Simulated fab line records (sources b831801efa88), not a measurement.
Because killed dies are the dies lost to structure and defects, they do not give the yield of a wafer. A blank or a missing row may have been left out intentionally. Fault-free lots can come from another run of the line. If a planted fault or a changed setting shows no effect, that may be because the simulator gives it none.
Which tool was responsible? + flow sky130 + 13 lots, 39 wafers sampled, at 4 steps of a route of 708

## WHAT THE GAUGES SHOWED, per wafer
SKY_LDD_HVN_TW_MEAS_10. Usual: LDD_HVN_TW gives 1432 (standard deviation 11).
| lot  | measured     | on            | LDD_HVN_TW     | flag |
|------|--------------|---------------|----------------|------|
| L767 | day 20 15:20 | film metro-02 | 1449 1446 1437 |      |
| L768 | day 21 07:07 | film metro-04 | 1418 1422 1417 |      |
| L769 | day 21 19:57 | film metro-04 | 1416 1427 1420 |      |
| L770 | day 22 03:16 | film metro-03 | 1445 1435 1440 |      |
| L772 | day 22 18:40 | film metro-02 | 1423 1421 1421 |      |
| L773 | day 23 01:05 | film metro-03 | 1442 1434 1437 |      |
| L774 | day 23 12:28 | film metro-04 | 1417 1418 1411 |      |
| L775 | day 23 20:10 | film metro-03 | 1434 1445 1445 |      |
| L776 | day 24 12:15 | film metro-03 | 1455 1450 1439 |      |
| L779 | day 25 12:11 | film metro-02 | 1426 1431 1422 |      |
| L780 | day 25 16:24 | film metro-02 | 30 30 30       | OFF  |
| L788 | day 27 22:36 | film metro-03 | 1453 1445 1449 |      |
| L789 | day 28 16:12 | film metro-04 | 1412 1419 1409 |      |

SKY_LOCAL_INTERCONNECT_OVL_MEAS_12. Usual: LOCAL_INTERCONNECT_OVL gives 3 nm (standard deviation 4.7).
| lot  | measured     | on         | LOCAL_INTERCONNECT_OVL (nm) | flag |
|------|--------------|------------|-----------------------------|------|
| L767 | day 30 14:34 | overlay-01 | 5 0 5                       |      |
| L768 | day 31 04:14 | overlay-01 | -5 -2 1                     |      |
| L769 | day 31 17:32 | overlay-01 | -4 -1 13                    |      |
| L770 | day 32 00:47 | overlay-01 | 4 9 7                       |      |
| L772 | day 32 13:26 | overlay-02 | 3 1 1                       |      |
| L773 | day 32 18:34 | overlay-02 | 1 7 3                       |      |
| L774 | day 33 06:25 | overlay-02 | -2 6 -3                     |      |
| L775 | day 33 10:50 | overlay-01 | 8 7 -1                      |      |
| L776 | day 34 02:19 | overlay-02 | 8 -3 2                      |      |
| L779 | day 34 22:49 | overlay-02 | 6 -3 4                      |      |
| L780 | day 35 03:34 | overlay-01 | 10 18 7                     |      |
| L788 | day 37 06:28 | overlay-02 | 9 1 3                       |      |
| L789 | day 37 20:14 | overlay-01 | 0 7 2                       |      |

## TOOL THAT RAN EACH LOT (tool first, then ch and the chambers of the sampled wafers, then the start)
| lot  | SKY_LDD_P_STRIP_10                   | SKY_LDD_HVN_STRIP_09                 |
|------|--------------------------------------|--------------------------------------|
| L767 | plasma asher-02 ch 0,1, day 19 08:14 | plasma asher-04 ch 0,1, day 20 15:14 |
| L768 | plasma asher-04 ch 0,1, day 20 00:28 | plasma asher-04 ch 0,1, day 21 07:02 |
| L769 | plasma asher-02 ch 0,1, day 20 12:29 | plasma asher-04 ch 0,1, day 21 19:52 |
| L770 | plasma asher-03 ch 0,1, day 20 20:46 | plasma asher-04 ch 0,1, day 22 03:10 |
| L772 | plasma asher-02 ch 0,1, day 21 12:17 | plasma asher-04 ch 0,1, day 22 18:35 |
| L773 | plasma asher-04 ch 0,1, day 21 18:26 | plasma asher-01 ch 0,1, day 23 00:59 |
| L774 | plasma asher-04 ch 0,1, day 22 06:14 | plasma asher-04 ch 0,1, day 23 12:21 |
| L775 | plasma asher-02 ch 0,1, day 22 14:13 | plasma asher-01 ch 0,1, day 23 20:05 |
| L776 | plasma asher-03 ch 0,1, day 23 05:53 | plasma asher-01 ch 0,1, day 24 12:08 |
| L779 | plasma asher-02 ch 0,1, day 24 06:42 | plasma asher-02 ch 0,1, day 25 12:05 |
| L780 | plasma asher-02 ch 0,1, day 24 10:06 | plasma asher-02 ch 0,1, day 25 16:17 |
| L788 | plasma asher-02 ch 1, day 26 18:18   | plasma asher-01 ch 0,1, day 27 22:30 |
| L789 | plasma asher-03 ch 0,1, day 27 11:28 | plasma asher-02 ch 0,1, day 28 16:06 |
- SKY_LDD_P_STRIP_10: strips in O2/N2.
- SKY_LDD_HVN_STRIP_09: strips in O2/N2.

## WHAT THE TOOLS THEMSELVES READ (means of the sampled wafers that have a number; where no wafer has one, the mark that the record gives instead)
SKY_LDD_P_STRIP_10. Usual: drypump motor current A 6.0 A, standard deviation 0.41; oes product au 0.716 a.u., standard deviation 0.0046; strip time to endpoint s 14.19 s, standard deviation 0.04.
| lot  | tool            | drypump motor current A (A) | oes product au (a.u.) | strip time to endpoint s (s) | flag |
|------|-----------------|-----------------------------|-----------------------|------------------------------|------|
| L767 | plasma asher-02 | 6.3                         | 0.716                 | 14.26                        |      |
| L768 | plasma asher-04 | 5.9                         | 0.719                 | 14.19                        |      |
| L769 | plasma asher-02 | 6.3                         | 0.717                 | 14.22                        |      |
| L770 | plasma asher-03 | 6.1                         | 0.714                 | 14.16                        |      |
| L772 | plasma asher-02 | 6.3                         | 0.715                 | 14.20                        |      |
| L773 | plasma asher-04 | 5.7                         | 0.713                 | 14.22                        |      |
| L774 | plasma asher-04 | 5.9                         | 0.716                 | 14.13                        |      |
| L775 | plasma asher-02 | 6.3                         | 0.714                 | 14.17                        |      |
| L776 | plasma asher-03 | 6.1                         | 0.712                 | 14.16                        |      |
| L779 | plasma asher-02 | 6.0                         | 0.714                 | 14.19                        |      |
| L780 | plasma asher-02 | 6.0                         | 0.942                 | -                            | OFF  |
| L788 | plasma asher-02 | 5.8                         | 0.712                 | 14.18                        |      |
| L789 | plasma asher-03 | 5.7                         | 0.714                 | 14.20                        |      |

SKY_LDD_HVN_STRIP_09. Usual: drypump motor current A 5.7 A, standard deviation 0.58; oes product au 0.409 a.u., standard deviation 0.0047; strip time to endpoint s 4.135 s, standard deviation 0.015.
| lot  | tool            | drypump motor current A (A) | oes product au (a.u.) | strip time to endpoint s (s) | flag |
|------|-----------------|-----------------------------|-----------------------|------------------------------|------|
| L767 | plasma asher-04 | 5.8                         | 0.407                 | 4.131                        |      |
| L768 | plasma asher-04 | 5.8                         | 0.408                 | 4.143                        |      |
| L769 | plasma asher-04 | 5.7                         | 0.410                 | 4.136                        |      |
| L770 | plasma asher-04 | 5.7                         | 0.408                 | 4.163                        |      |
| L772 | plasma asher-04 | 5.9                         | 0.411                 | 4.151                        |      |
| L773 | plasma asher-01 | 4.9                         | 0.414                 | 4.117                        |      |
| L774 | plasma asher-04 | 5.9                         | 0.416                 | 4.152                        |      |
| L775 | plasma asher-01 | 4.9                         | 0.406                 | 4.123                        |      |
| L776 | plasma asher-01 | 4.9                         | 0.412                 | 4.138                        |      |
| L779 | plasma asher-02 | 6.0                         | 0.409                 | 4.126                        |      |
| L780 | plasma asher-02 | 6.1                         | 0.627                 | 9.384                        | OFF  |
| L788 | plasma asher-01 | 4.9                         | 0.410                 | 4.128                        |      |
| L789 | plasma asher-02 | 6.0                         | 0.408                 | 4.122                        |      |

## THE ANSWER, worked out from the rows above alone
Rule: a lot counts as off when the mean over its wafers that have a number is more than 3 standard deviations away from the usual mean. Also off: a lot with no number at a reading for which 4 or more lots have one. All remaining lots with rows at the step are treated as sound. First the gauges in route order, then the tools' own readings, where a lot's mean is used as printed above. The first step at which some lot is off is used, and at that step the reading that is off furthest; a lot without a number counts as furthest.
Off: L780, at SKY_LDD_HVN_TW_MEAS_10 (LDD_HVN_TW).
If a tool, at a process step before that reading, ran all the lots that are off and no sound lot after the first of them, it fits. Not tried: the gauges at SKY_LDD_HVN_TW_MEAS_10; whatever is off there is also off at SKY_LDD_P_STRIP_10, on other tools, and gauge error can't account for it. Not one of the candidates tried fits.

## WHAT THE SIMULATOR HAD PUT IN
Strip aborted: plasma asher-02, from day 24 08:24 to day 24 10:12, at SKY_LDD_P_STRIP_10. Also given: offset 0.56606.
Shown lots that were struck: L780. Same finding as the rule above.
